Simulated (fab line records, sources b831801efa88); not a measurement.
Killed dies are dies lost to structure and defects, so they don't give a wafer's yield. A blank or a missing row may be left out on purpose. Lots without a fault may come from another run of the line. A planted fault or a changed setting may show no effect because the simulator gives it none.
fab line records | flow sky130
record lots=7 wafers=21 last_day=50
route steps=708 shown METAL1@446 VIA1@458 PAD_OPEN@708
lots that met no fault: from a run of the same line without faults
start_h: hours from the record's first day to the start of the lot's first wafer shown | wait_h: hours since the lot's step before | " the same as in the row above | L1.1+2: a row that stands for several wafers | - no value, or no start given | * or withheld: withheld | < > ~ a bound
route shown NAME@n: a module of which the file shows steps, and the number in the route of the first | usual: mean/standard deviation of fault-free wafers | same: alike in all rows | chamber/n: place in a boat | sites: the reading at each site | _std_site: their standard deviation | _edge_site: outer sites' mean less inner sites' | radius_mm: how far each site lies from the wafer's centre | mask NAME#n: copy n | behind: the tool/chamber that last shaped the wafer | hold: why the lot was held/for how many hours/how that ended | device: the transistor (n, p or np) that didn't switch | end of line: the same wafers' tests at the end of the route | a step without rows: its recipe alone | killed: dies lost to structure and defects at the first sort, not the wafer's yield | map: a wafer's dies, x killed, . not, _ none there
set.NAME: the setting as run; set.NAME@STEP: as run at that earlier step | model.NAME: the simulator's own value behind a step, which no gauge read
lots at some steps of the route; a table a step, a row a wafer
services: from which hour (start_h, from the record's first day; less than 0 if before it) a tool's chamber was out of use, for how many hours, and why
## steps
# step SKY_METAL1_EXPOSE_12
# recipe mask_id=MM1 na=0.8 source_shape=annular sigma_inner=0.55 sigma_outer=0.85 target_cd_nm=140 dose_mj=28
# step SKY_METAL1_PEB_13
# recipe peb_temp_c=withheld peb_time_s=withheld resist=KrF-thick
# step SKY_METAL1_DEVELOP_14
# recipe develop_time_s=60 resist=KrF-thick dev_temp_c=21
# step SKY_METAL1_CD_MEAS_15
# recipe target_cd_nm=140
# usual cd_nm=139.7/1.3
# columns lot.wafer tool chamber start_h wait_h cd_nm
L204.1 cd_sem-02 - 772.70 - 139.3
L204.3 " - " " 136.7
L204.4 " - " " 139.1
L208.1 cd_sem-01 - 822.00 - 140.6
L208.2 " - " " 140.0
L208.6 " - " " 140.8
L211.2 cd_sem-01 - 835.37 - 136.6
L211.4 " - " " 139.3
L211.6 " - " " 138.6
L212.2 cd_sem-02 - 844.42 - 140.4
L212.5 " - " " 139.4
L212.6 " - " " 140.3
L214.1 cd_sem-02 - 852.55 - 139.3
L214.4 " - " " 137.3
L214.5 " - " " 136.9
L220.2 cd_sem-01 - 890.77 - 138.3
L220.3 " - " " 138.8
L220.6 " - " " 137.5
L222.2 cd_sem-02 - 915.82 - 140.4
L222.3 " - " " 142.0
L222.6 " - " " 141.7
# step SKY_METAL1_OVL_MEAS_16
# usual METAL1_OVL=0/5.5
# columns lot.wafer tool chamber start_h wait_h METAL1_OVL[nm]
L204.1 overlay-02 - 772.82 0.1 9
L204.3 " - " " 5
L204.4 " - " " 1
L208.1 overlay-02 - 822.12 0.1 -7
L208.2 " - " " -7
L208.6 " - " " -3
L211.2 overlay-02 - 835.47 0.1 2
L211.4 " - " " 1
L211.6 " - " " -1
L212.2 overlay-01 - 844.52 0.1 3
L212.5 " - " " 4
L212.6 " - " " 3
L214.1 overlay-01 - 852.67 0.1 -11
L214.4 " - " " -8
L214.5 " - " " -10
L220.2 overlay-01 - 890.87 0.1 1
L220.3 " - " " 0
L220.6 " - " " 2
L222.2 overlay-01 - 915.92 0.1 -4
L222.3 " - " " -8
L222.6 " - " " -2
# step SKY_METAL1_DESCUM_17
# recipe chemistry=O2 source_power_w=150 bias_power_w=0 pressure_mtorr=10 temp_c=40 time_s=8
# usual chamber_pressure_mTorr=9.998/0.0094 drypump_motor_current_A=5.9/0.31 oes_product_au=1.017/0.015
# same time_s=8
# columns lot.wafer tool chamber start_h wait_h chamber_pressure_mTorr drypump_motor_current_A oes_product_au rf_hours_counter_h
L204.1 rie_metal-03 1 772.85 0.0 9.988 6.4 1.005 13
L204.3 " 1 " " 9.997 6.4 0.997 -
L204.4 " 0 " " 10.002 5.9 1.040 -
L208.1 rie_metal-03 1 822.15 0.0 9.990 6.4 1.031 1
L208.2 " 0 " " 9.994 5.9 1.029 11
L208.6 " 1 " " 9.993 6.5 1.030 -
L211.2 rie_metal-01 1 835.51 0.0 9.991 5.5 1.011 -
L211.4 " 1 " " 9.995 5.5 1.000 -
L211.6 " 1 " " 10.028 5.5 1.010 -
L212.2 rie_metal-04 0 844.55 0.0 10.003 5.7 1.007 16
L212.5 " 1 " " 9.991 5.8 1.029 -
L212.6 " 0 " " 9.986 5.7 1.001 -
L214.1 rie_metal-03 1 852.70 0.0 10.006 6.4 1.027 2
L214.4 " 0 " " 10.004 5.9 1.033 -
L214.5 " 0 " " 9.995 5.9 1.024 -
L220.2 rie_metal-04 0 890.90 0.0 9.999 5.7 1.007 1
L220.3 " 1 " " 9.996 5.8 1.024 -
L220.6 " 0 " " 10.005 5.7 0.996 -
L222.2 rie_metal-03 1 915.95 0.0 10.012 6.4 1.024 5
L222.3 " 0 " " 10.002 5.9 1.030 -
L222.6 " 1 " " 10.000 6.4 1.028 -
# step SKY_METAL1_ETCH_18
# recipe chemistry=N2/H2 target=BARC ion_energy_ev=200 bias_w=100 pressure_mtorr=30 n2_flow_sccm=100 h2_flow_sccm=200 icp_w=500 stop_on=SiO2 time_s=45.9 target_depth_a=600
# usual chamber_pressure_mTorr=29.99/0.051 drypump_motor_current_A=5.9/0.32 oes_product_au=0.855/0.0045 throttle_valve_pct=13.224/0.009
# same time_s=45.9
# columns lot.wafer tool chamber start_h wait_h chamber_pressure_mTorr drypump_motor_current_A oes_product_au rf_hours_counter_h throttle_valve_pct
L204.1 rie_metal-03 1 772.88 0.0 30.00 6.4 0.857 13 13.223
L204.3 " 1 " " 29.99 6.5 0.856 - 13.207
L204.4 " 0 " " 30.06 5.9 0.857 - 13.214
L208.1 rie_metal-03 1 822.18 0.0 29.47 6.5 0.855 1 13.223
L208.2 " 0 " " 30.02 5.9 0.851 11 13.236
L208.6 " 1 " " 30.01 6.5 0.852 - 13.226
L211.2 rie_metal-01 1 835.59 0.1 30.00 5.5 0.852 - 13.231
L211.4 " 1 " " 30.01 5.5 0.860 - 13.221
L211.6 " 1 " " 30.00 5.5 0.858 - 13.237
L212.2 rie_metal-04 0 844.58 0.0 30.02 5.7 0.862 16 13.209
L212.5 " 1 " " 30.02 5.9 0.857 - 13.221
L212.6 " 0 " " 29.96 5.7 0.864 - 13.212
L214.1 rie_metal-03 1 852.73 0.0 30.06 6.4 0.848 2 13.227
L214.4 " 0 " " 29.99 5.9 0.853 - 13.215
L214.5 " 0 " " 29.98 5.9 0.856 - 13.237
L220.2 rie_metal-04 0 890.93 0.0 29.99 5.7 0.858 1 13.227
L220.3 " 1 " " 29.96 5.9 0.859 - 13.209
L220.6 " 0 " " 30.01 5.7 0.859 - 13.232
L222.2 rie_metal-03 1 915.98 0.0 30.00 6.5 0.846 5 13.217
L222.3 " 0 " " 30.00 5.9 0.856 - 13.226
L222.6 " 1 " " 29.92 6.5 0.857 - 13.218
# step SKY_METAL1_METAL_ETCH_19
# recipe target_depth_a=3600 stop_on=SiO2 over_etch_frac=0.3 time_s=78 chemistry=Cl2/BCl3 resist_sidewall_deg=88 pressure_mtorr=10 icp_w=900 bias_w=48.5 Cl2_flow_sccm=60 bcl3_flow_sccm=30
# usual chamber_pressure_mTorr=9.999/0.0095 drypump_motor_current_A=5.9/0.31 oes_product_au=0.854/0.0069 throttle_valve_pct=22.264/0.0093
# same time_s=78
# columns lot.wafer tool chamber start_h wait_h chamber_pressure_mTorr drypump_motor_current_A oes_product_au rf_hours_counter_h throttle_valve_pct
L204.1 rie_metal-03 1 772.95 0.0 10.013 6.4 0.861 14 22.260
L204.3 " 1 " " 10.006 6.4 0.862 - 22.269
L204.4 " 0 " " 10.000 5.9 0.843 - 22.254
L208.1 rie_metal-03 1 822.25 0.0 10.003 6.4 0.869 1 22.261
L208.2 " 0 " " 9.996 5.9 0.862 11 22.270
L208.6 " 1 " " 9.999 6.4 0.863 - 22.260
L211.2 rie_metal-01 1 835.72 0.1 10.001 5.5 0.860 - 22.263
L211.4 " 1 " " 9.995 5.5 0.859 - 22.264
L211.6 " 1 " " 9.994 5.5 0.853 - 22.269
L212.2 rie_metal-04 0 844.65 0.0 10.002 5.7 0.859 16 22.259
L212.5 " 1 " " 9.980 5.8 0.851 - 22.275
L212.6 " 0 " " 10.000 5.7 0.851 - 22.245
L214.1 rie_metal-03 1 852.80 0.0 9.999 6.4 0.851 2 22.259
L214.4 " 0 " " 10.008 5.9 0.867 - 22.259
L214.5 " 0 " " 10.007 5.9 0.852 - 22.283
L220.2 rie_metal-04 0 891.00 0.0 9.995 5.7 0.857 1 22.257
L220.3 " 1 " " 9.968 5.9 0.861 - 22.269
L220.6 " 0 " " 9.999 5.7 0.859 - 22.263
L222.2 rie_metal-03 1 916.05 0.0 10.000 6.4 0.855 5 22.266
L222.3 " 0 " " 9.998 5.9 0.859 - 22.283
L222.6 " 1 " " 10.001 6.4 0.858 - 22.264
# step SKY_METAL1_STRIP_20
# recipe chemistry=O2/N2 power_w=1400 pressure_mtorr=1500 platen_temp_c=withheld o2_flow_sccm=3000 n2_flow_sccm=300 overash_fraction=0.5
# usual chamber_pressure_mTorr=1500.0/1.4 drypump_motor_current_A=5.5/0.53 o2_flow_sccm=2999/9.3 oes_product_au=0.340/0.0053 strip_time_to_endpoint_s=2.61/0.072
# same overash_fraction=0.5
# columns lot.wafer tool chamber start_h wait_h chamber_pressure_mTorr drypump_motor_current_A o2_flow_sccm oes_product_au rf_hours_counter_h strip_time_to_endpoint_s
L204.1 plasma_asher-03 1 773.04 0.1 1501.2 6.0 2993 0.337 98 2.69
L204.3 " 0 " " 1498.7 6.2 2991 0.342 - 2.72
L204.4 " 1 " " 1500.1 6.0 2998 0.341 - 2.51
L208.1 plasma_asher-03 0 822.34 0.1 1500.1 6.1 3006 0.333 103 2.56
L208.2 " 1 " " 1501.7 6.0 2998 0.337 103 2.54
L208.6 " 0 " " 1499.5 6.1 3000 0.340 - 2.53
L211.2 plasma_asher-04 0 835.87 0.1 1500.4 4.9 3000 0.345 9 2.67
L211.4 " 1 " " 1497.8 6.1 3010 0.335 - 2.65
L211.6 " 0 " " 1498.2 4.9 3001 0.338 - 2.65
L212.2 plasma_asher-02 0 844.74 0.1 1501.7 5.2 2989 0.351 40 2.65
L212.5 " 1 " " 1496.4 5.1 3000 0.338 - 2.57
L212.6 " 0 " " 1501.1 5.2 3003 0.341 - 2.66
L214.1 plasma_asher-04 1 852.89 0.1 1501.8 6.1 3000 0.338 11 2.57
L214.4 " 1 " " 1499.7 6.1 2990 0.339 - 2.55
L214.5 " 0 " " 1501.7 4.8 3014 0.335 - 2.56
L220.2 plasma_asher-02 0 891.09 0.1 1498.5 5.2 2988 0.344 47 2.67
L220.3 " 0 " " 1498.7 5.2 2995 0.333 - 2.56
L220.6 " 1 " " 1500.9 5.1 2987 0.349 - 2.69
L222.2 plasma_asher-02 0 916.14 0.1 1500.2 5.2 2992 0.343 49 2.57
L222.3 " 1 " " 1501.6 5.2 2999 0.340 - 2.54
L222.6 " 0 " " 1500.0 5.2 2990 0.333 - 2.56
# step SKY_METAL1_STRIP_21
# recipe chemistry=post_etch_residue_remover time_s=1200 temp_c=72.5
# step SKY_METAL1_CLEAN_22
# recipe chemistry=IPA time_s=180 temp_c=25
# step SKY_METAL1_CLEAN_23
# recipe chemistry=O3/DIW dry=n2_spin
# step SKY_VIA1_HDPCVD_00
# recipe material=SiO2 target_thk_nm=1030 sigma_open_frac=0.3 time_s=171.7 temp_c=400 sih4_flow_sccm=60 pressure_mtorr=6
# usual run_length_s=199.5/0.51
# columns lot.wafer tool chamber start_h wait_h run_length_s model.SiO2_of_VIA1_HDPCVD_00.thk_nm
L204.1 hdpcvd-01 0 773.67 0.0 199.6 1028
L204.3 " 2 " " 199.2 1052
L204.4 " 0 " " 199.5 1055
L208.1 hdpcvd-02 2 822.93 0.0 198.9 1036
L208.2 " 0 " " 200.1 1039
L208.6 " 0 " " 199.9 1043
L211.2 hdpcvd-02 0 836.47 0.0 200.3 1055
L211.4 " 0 " " 200.4 1037
L211.6 " 0 " " 180.2 919.9
L212.2 hdpcvd-02 1 845.34 0.0 199.2 1028
L212.5 " 0 " " 180.1 915.9
L212.6 " 2 " " 179.2 908.9
L214.1 hdpcvd-02 1 853.52 0.0 199.2 1035
L214.4 " 0 " " 200.4 1046
L214.5 " 2 " " 178.9 918.1
L220.2 hdpcvd-01 2 891.72 0.0 199.6 1031
L220.3 " 0 " " 200.5 1029
L220.6 " 2 " " 198.8 1036
L222.2 hdpcvd-01 0 916.73 0.0 200.6 1036
L222.3 " 2 " " 199.3 1039
L222.6 " 2 " " 198.6 1036
# step SKY_VIA1_THK_MEAS_01
# recipe reads=SiO2_of_VIA1_HDPCVD_00
# usual VIA1_HDPCVD_THK=1033/11
# columns lot.wafer tool chamber start_h wait_h hold VIA1_HDPCVD_THK[nm]
L204.1 film_metro-02 - 773.78 0.1 - 1028
L204.3 " - " " - 1052
L204.4 " - " " - 1055
L208.1 film_metro-04 - 823.04 0.1 - 1035
L208.2 " - " " - 1038
L208.6 " - " " - 1044
L211.2 film_metro-02 - 836.65 0.1 await_dispo/0.2h/release 1055
L211.4 " - " " await_dispo/0.2h/release 1038
L211.6 " - " " await_dispo/0.2h/release 920
L211.2 film_metro-02 - 836.88 0.2 - 1056
L211.4 " - " " - 1037
L211.6 " - " " - 919
L212.2 film_metro-02 - 845.46 0.1 await_dispo/0.2h/release 1029
L212.5 " - " " await_dispo/0.2h/release 916
L212.6 " - " " await_dispo/0.2h/release 909
L212.2 film_metro-02 - 845.69 0.2 - 1029
L212.5 " - " " - 916
L212.6 " - " " - 909
L214.1 film_metro-01 - 853.63 0.1 await_dispo/0.2h/release 1035
L214.4 " - " " await_dispo/0.2h/release 1046
L214.5 " - " " await_dispo/0.2h/release 919
L214.1 film_metro-01 - 853.86 0.2 - 1034
L214.4 " - " " - 1046
L214.5 " - " " - 918
L220.2 film_metro-01 - 891.84 0.1 - 1031
L220.3 " - " " - 1029
L220.6 " - " " - 1036
L222.2 film_metro-04 - 916.90 0.1 - 1036
L222.3 " - " " - 1039
L222.6 " - " " - 1036
# step SKY_VIA1_CMP_02
# recipe material=SiO2 down_force_psi=4 platen_rpm=60 pad_velocity_m_s=0.94248
# usual motor_current_A=12.3/1.2 slurry_flow_ml_min=149.9/0.43
# columns lot.wafer tool chamber start_h wait_h hold motor_current_A slurry_flow_ml_min
L204.1 cmp-02 2 773.84 0.1 - 13.0 149.0
L204.4 " 0 " " - 10.8 150.2
L204.3 " 1 " " - 12.1 149.9
L208.1 cmp-01 0 823.16 0.1 - 11.0 149.2
L208.2 " 2 " " - 13.0 150.0
L208.6 " 0 " " - 10.4 149.9
L211.2 cmp-02 0 844.70 7.8 await_dispo/7.7h/release 10.6 150.5
L211.4 " 1 " " await_dispo/7.7h/release 13.0 150.0
L211.6 " 2 " " await_dispo/7.7h/release 12.9 150.1
L212.2 cmp-02 2 847.70 2.0 await_dispo/1.9h/release 13.4 149.8
L212.5 " 0 " " await_dispo/1.9h/release 10.6 149.3
L212.6 " 1 " " await_dispo/1.9h/release 13.3 148.8
L214.1 cmp-02 0 855.79 1.9 await_dispo/1.9h/release 11.1 150.8
L214.4 " 1 " " await_dispo/1.9h/release 12.7 149.9
L214.5 " 0 " " await_dispo/1.9h/release 10.7 149.1
L220.2 cmp-02 1 891.94 0.1 - 12.5 149.3
L220.3 " 2 " " - 12.9 150.0
L220.6 " 0 " " - 10.3 150.4
L222.2 cmp-02 3 917.47 0.6 - 12.2 150.6
L222.3 " 0 " " - 10.6 150.2
L222.6 " 2 " " - 13.0 150.4
# step SKY_PAD_OPEN_PROBE_99
# usual defect_limited_yield=82.7/2 killed_at_M0_to_M3=42/6.7 killed_at_M4_up=3.3/2.1 killed_at_contacts=24/5.1 killed_at_front_end=15/4.6 killed_at_other=0.3/0.58 killed_dies=85/9.9 killed_open=46/6.9 killed_short=38/7 sort_bin_3_pad_short=0.9/0.43 sort_bin_5_function=10.1/1.4 sort_bin_6_memory=6.4/1.2 sort_n_pass=407/9.9 sort_yield_pct=82.7/2
# same gross_dies=492 killed_at_back_side=0 sort_bin_4_leakage[%]=0 sort_bin_8_speed[%]=0
# columns lot.wafer tool chamber start_h wait_h defect_limited_yield[%] killed_at_M0_to_M3 killed_at_M4_up killed_at_contacts killed_at_front_end killed_at_other killed_dies killed_open killed_short sort_bin_3_pad_short[%] sort_bin_5_function[%] sort_bin_6_memory[%] sort_n_pass sort_yield_pct[%]
L208.1 prober-02 - 1120.11 0.1 79.1 55 5 24 19 0 103 45 56 0.8 12.2 7.9 389 79.1
L208.2 prober-02 - 1120.16 0.1 83.1 42 4 21 13 3 83 44 36 0.6 9.8 6.5 409 83.1
L208.6 prober-02 - 1120.36 0.2 83.9 47 3 11 18 0 79 33 44 1.4 9.1 5.5 413 83.9
L211.2 prober-01 - 1134.57 0.1 85.0 39 1 24 10 0 74 45 29 0.2 9.3 5.5 418 85.0
L211.4 prober-01 - 1134.67 0.2 82.7 40 2 24 18 1 85 50 35 1.0 11.0 5.3 407 82.7
L211.6 prober-01 - 1134.77 0.2 85.6 34 3 20 14 0 71 35 36 0.8 7.7 5.9 421 85.6
L212.2 prober-02 - 1140.65 0.1 81.3 52 4 24 11 1 92 43 49 1.4 9.3 7.9 400 81.3
L212.5 prober-02 - 1140.80 0.2 81.3 45 0 30 17 0 92 44 48 0.8 11.2 6.7 400 81.3
L212.6 prober-02 - 1140.85 0.2 80.1 54 0 31 13 0 98 59 39 1.2 10.8 7.9 394 80.1
L214.1 prober-02 - 1145.72 0.1 81.7 40 5 27 18 0 90 32 58 1.2 10.8 6.3 402 81.7
L214.4 prober-02 - 1145.87 0.2 81.7 49 5 21 14 1 90 48 42 0.8 10.6 6.9 402 81.7
L214.5 prober-02 - 1145.92 0.2 83.7 39 3 22 16 0 80 41 39 1.4 9.1 5.7 412 83.7
# killed by level:class
L208.1 METAL1:geometric_particle:short=11 METAL2:geometric_particle:short=10 VIA1:geometric_particle:open=10 LI_CONTACT:geometric_particle:open=9 VIA1:geometric_particle:short=8 CONTACT:geometric_particle:open=6 FIELD_ISO:geometric_particle:short=5 POLY_GATE:geometric_particle:short=5
L208.2 VIA1:geometric_particle:open=11 CONTACT:geometric_particle:open=6 VIA2:geometric_particle:open=6 LOCAL_INTERCONNECT:geometric_particle:short=5 VIA1:geometric_particle:short=5 VIA3:geometric_particle:open=5 METAL2:geometric_particle:short=5 LI_CONTACT:geometric_particle:open=4
L208.6 VIA2:geometric_particle:open=10 METAL3:geometric_particle:short=7 VIA1:geometric_particle:open=6 POLY_GATE:geometric_particle:short=5 CONTACT:geometric_particle:open=5 METAL1:geometric_particle:short=5 VIA3:geometric_particle:short=5 FIELD_ISO:geometric_particle:short=4
L211.2 VIA1:geometric_particle:open=8 CONTACT:geometric_particle:open=8 VIA2:geometric_particle:open=8 LI_CONTACT:geometric_particle:open=7 VIA3:geometric_particle:open=7 CONTACT:geometric_particle:short=5 FIELD_ISO:geometric_particle:short=4 METAL2:geometric_particle:short=4
L211.4 CONTACT:geometric_particle:open=10 FIELD_ISO:geometric_particle:open=9 METAL3:geometric_particle:short=7 VIA1:geometric_particle:open=6 LOCAL_INTERCONNECT:geometric_particle:short=6 LI_CONTACT:geometric_particle:open=5 VIA2:geometric_particle:open=5 METAL1:geometric_particle:short=4
L211.6 VIA1:geometric_particle:open=13 LOCAL_INTERCONNECT:geometric_particle:short=6 CONTACT:geometric_particle:open=6 FIELD_ISO:geometric_particle:short=5 METAL1:geometric_particle:short=5 FIELD_ISO:geometric_particle:open=4 METAL2:geometric_particle:short=4 POLY_GATE:geometric_particle:open=3
L212.2 VIA3:geometric_particle:open=9 VIA2:geometric_particle:open=8 METAL2:geometric_particle:short=8 CONTACT:geometric_particle:open=7 METAL1:geometric_particle:short=7 LI_CONTACT:geometric_particle:open=6 VIA1:geometric_particle:open=6 VIA2:geometric_particle:short=5
L212.5 VIA1:geometric_particle:open=10 CONTACT:geometric_particle:open=9 LI_CONTACT:geometric_particle:short=7 CONTACT:geometric_particle:short=7 VIA2:geometric_particle:open=7 VIA1:geometric_particle:short=6 FIELD_ISO:geometric_particle:open=5 LI_CONTACT:geometric_particle:open=5
L212.6 VIA1:geometric_particle:open=13 CONTACT:geometric_particle:open=12 METAL2:geometric_particle:short=9 VIA2:geometric_particle:open=8 METAL1:geometric_particle:short=7 VIA3:geometric_particle:open=7 LI_CONTACT:geometric_particle:open=6 CONTACT:geometric_particle:short=6
L214.1 METAL1:geometric_particle:short=11 LOCAL_INTERCONNECT:geometric_particle:short=8 CONTACT:geometric_particle:open=7 LI_CONTACT:geometric_particle:open=6 POLY_GATE:geometric_particle:short=5 CONTACT:geometric_particle:short=5 METAL2:geometric_particle:short=5 METAL3:geometric_particle:short=5
L214.4 VIA1:geometric_particle:open=11 VIA2:geometric_particle:open=10 CONTACT:geometric_particle:open=10 METAL2:geometric_particle:short=8 METAL1:geometric_particle:short=5 LI_CONTACT:geometric_particle:open=4 CONTACT:geometric_particle:short=4 VIA2:geometric_particle:short=4
L214.5 CONTACT:geometric_particle:short=8 VIA3:geometric_particle:open=7 VIA1:geometric_particle:open=7 VIA2:geometric_particle:open=6 FIELD_ISO:geometric_particle:open=5 LI_CONTACT:geometric_particle:short=5 CONTACT:geometric_particle:open=5 FIELD_ISO:geometric_particle:short=4
## services
# columns tool chamber start_h hours kind
plasma_asher-02 - 758.29 3.9 repair
cmp-01 - 758.44 4.0 pm
plasma_asher-04 - 768.70 2.8 pm
hdpcvd-01 1 777.17 24.8 repair
cmp-01 - 777.44 1.5 repair
rie_metal-03 1 778.45 - clean
cmp-02 - 779.01 5.3 pm
cmp-01 - 785.11 4.8 pm
hdpcvd-01 2 787.90 4.8 repair
hdpcvd-02 - 797.80 0.6 repair
cmp-02 - 800.21 2.0 repair
hdpcvd-02 - 800.36 7.4 repair
cmp-01 - 802.56 2.7 repair
rie_metal-01 0 808.99 48.4 repair
hdpcvd-02 2 823.69 13.8 repair
cmp-02 - 829.25 1.9 repair
rie_metal-03 1 835.88 4.2 repair
hdpcvd-01 1 848.95 6.1 repair
rie_metal-01 1 863.65 7.3 repair
rie_metal-01 - 882.57 28.1 pm
plasma_asher-02 - 900.31 1.4 repair
plasma_asher-04 - 903.98 1.1 repair
cmp-02 - 912.19 4.0 pm
cmp-01 - 916.53 4.3 repair
## key
first_sign step=SKY_VIA1_HDPCVD_00 reading=run_length_s direction=down sigmas=39 usual=* struck=*
effect step=SKY_VIA1_THK_MEAS_01 reading=visit direction=added
effect step=SKY_VIA1_THK_MEAS_01 reading=VIA1_HDPCVD_THK direction=down sigmas=11 usual=1033 struck=916
model_effect step=SKY_VIA1_HDPCVD_00 value=SiO2_of_VIA1_HDPCVD_00.thk_nm without=1036 struck=915.7
met_at SKY_VIA1_HDPCVD_00
struck_wafers L211.6,L212.5,L212.6,L214.5
onset_between 822.93 836.47
fault kind=process_parameter_drift tool=hdpcvd-02 chamber=- onset_h=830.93 steps=SKY_VIA1_HDPCVD_00 channel=time_s offset=* shape=step end_h=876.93 scope=struck_wafers_only acts_in=* stated=*
